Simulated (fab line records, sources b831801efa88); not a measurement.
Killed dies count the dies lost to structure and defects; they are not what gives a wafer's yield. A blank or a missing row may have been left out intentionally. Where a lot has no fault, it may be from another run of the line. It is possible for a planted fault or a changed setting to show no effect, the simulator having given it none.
Matching of chambers    flow sky130    4 sister chambers for SKY_CONTACT_CMP_27 on cmp-01
The step polishes, stops on SiO2, t overpolish 15 s, target thk 0 nm. 14 wafers are shown with their chamber, then 7 later ones without.

== WAFERS PAIRED WITH THEIR CHAMBERS ==
wafer   chamber  motor current A (A)  time to endpoint s (s)  slurry filter dp kPa (kPa)
L471.1  0        10.8                 83                      13.71
L471.2  2        11.3                 81                      13.29
L471.3  3        11.5                 75                      13.32
L485.2  0        10.6                 81                      13.45
L485.5  3        11.1                 77                      13.50
L485.6  2        11.7                 80                      13.42
L486.1  1        12.4                 77                      13.52
L486.2  3        10.8                 72                      13.59
L486.6  2        11.3                 79                      13.46
L489.1  3        11.7                 74                      13.59
L489.2  1        12.1                 81                      13.48
L489.6  3        11.0                 77                      13.75
L490.3  2        11.4                 81                      13.46
L490.4  3        11.2                 76                      13.47

SIGNATURES (averages over the wafers above)
reading               chamber 0  chamber 1  chamber 2  chamber 3  scatter within a chamber
motor current A       10.700     12.250     11.425     11.217     0.268
time to endpoint s    82.00      79.00      80.25      75.17      1.78
slurry filter dp kPa  13.5800    13.5000    13.4075    13.5367    0.126
Rule: for a wafer and a chamber, the distance is found by dividing, reading by reading, the gap between the wafer's reading and the chamber's mean by the reading's scatter, squaring, summing and taking the root. The wafer belongs to the nearest chamber; if the next one is less than 2 further off, it can't be placed. The scatter: take each reading less its chamber's mean, square it, sum over the shown wafers, divide by the number of wafers less the number of chambers, and take the root.

== WAFERS WITHOUT THEIR CHAMBER ==
wafer   motor current A (A)  time to endpoint s (s)  slurry filter dp kPa (kPa)
L490.5  12.4                 84                      13.37
L492.1  10.7                 90                      13.45
L492.3  11.5                 87                      13.67
L492.5  10.8                 88                      13.49
L493.1  12.0                 81                      13.67
L493.5  11.2                 80                      13.61
L493.6  11.6                 79                      13.33

== WHICH CHAMBER EACH ONE RAN IN ==
wafer   from the rows above           in truth
L490.5  can't be placed: 1 or 2       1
L492.1  can't be placed: 0 or 2       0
L492.3  can't be placed: 0 or 2 or 1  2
L492.5  can't be placed: 0 or 2       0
L493.1  can't be placed: 1 or 2       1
L493.5  can't be placed: 2 or 0 or 3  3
L493.6  can't be placed: 2 or 1 or 3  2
0 of 7 placed correctly. Unplaceable from these rows: 7, with the true chamber sitting among the candidates in 7. Placed wrongly: 0.
